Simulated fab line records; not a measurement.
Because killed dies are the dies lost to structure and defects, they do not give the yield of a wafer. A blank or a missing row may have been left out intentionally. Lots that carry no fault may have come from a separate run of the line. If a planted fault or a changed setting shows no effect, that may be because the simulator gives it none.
What tool caused it?	flow sky130	12 lots, 36 wafers sampled, at 1 step of a route of 708

== WHAT THE GAUGES SHOWED, per wafer ==
SKY_VIA3_CD_MEAS_12 targets a cd of 200 nm. Usual: cd_nm 200.3 nm, standard deviation 1.4.
lot	measured	on	cd_nm (nm)	flag
L166	day 39 03:07	cd_sem-02	200.2 198.7 200.5	
L168	day 39 12:01	cd_sem-02	200.3 201.1 198.5	
L170	day 40 17:11	cd_sem-02	196.4 197.1 197.3	
L171	day 41 03:16	cd_sem-02	200.5 200.4 200.3	
L172	day 41 04:05	cd_sem-01	197.8 198.3 200.0	
L174	day 41 18:05	cd_sem-01	200.1 200.3 201.3	
L175	day 42 04:35	cd_sem-01	202.3 201.5 202.2	
L176	day 42 09:14	cd_sem-01	199.8 197.8 200.0	
L177	day 42 15:40	cd_sem-01	200.3 199.4 200.7	
L187	day 45 21:05	cd_sem-01	201.7 203.1 203.5	
L188	day 45 23:02	cd_sem-02	201.5 200.6 199.3	
L189	day 47 04:46	cd_sem-02	201.3 203.2 200.2	

== WHAT TOOL EACH LOT RAN ON (gives the tool, then ch and the chambers of the sampled wafers, and finally the start) ==
The record holds no process step before these readings.

== AS READ BY THE TOOLS THEMSELVES (means over the sampled wafers that have a number; for cases with no such wafer, the mark the record gives instead) ==
The record holds no such reading with a usual standard deviation.

== THE ANSWER, worked out from the rows above alone ==
Rule: take the mean of a lot's wafers that have a number; if it is more than 3 standard deviations from the usual mean, the lot is off. Also off: a lot with no number at a reading for which 4 or more lots have one. Where the step has rows for the other lots, those lots are counted as sound. After the gauges, taken in route order, come the tools' own readings; for these a lot's mean is taken, as printed above. At the first step where some lot is off, the reading lying furthest off is the one used; lots without a number count as furthest.
No lot is off on any of the readings shown, so nothing can be concluded from this.

== WHAT THE SIMULATOR PUT IN ==
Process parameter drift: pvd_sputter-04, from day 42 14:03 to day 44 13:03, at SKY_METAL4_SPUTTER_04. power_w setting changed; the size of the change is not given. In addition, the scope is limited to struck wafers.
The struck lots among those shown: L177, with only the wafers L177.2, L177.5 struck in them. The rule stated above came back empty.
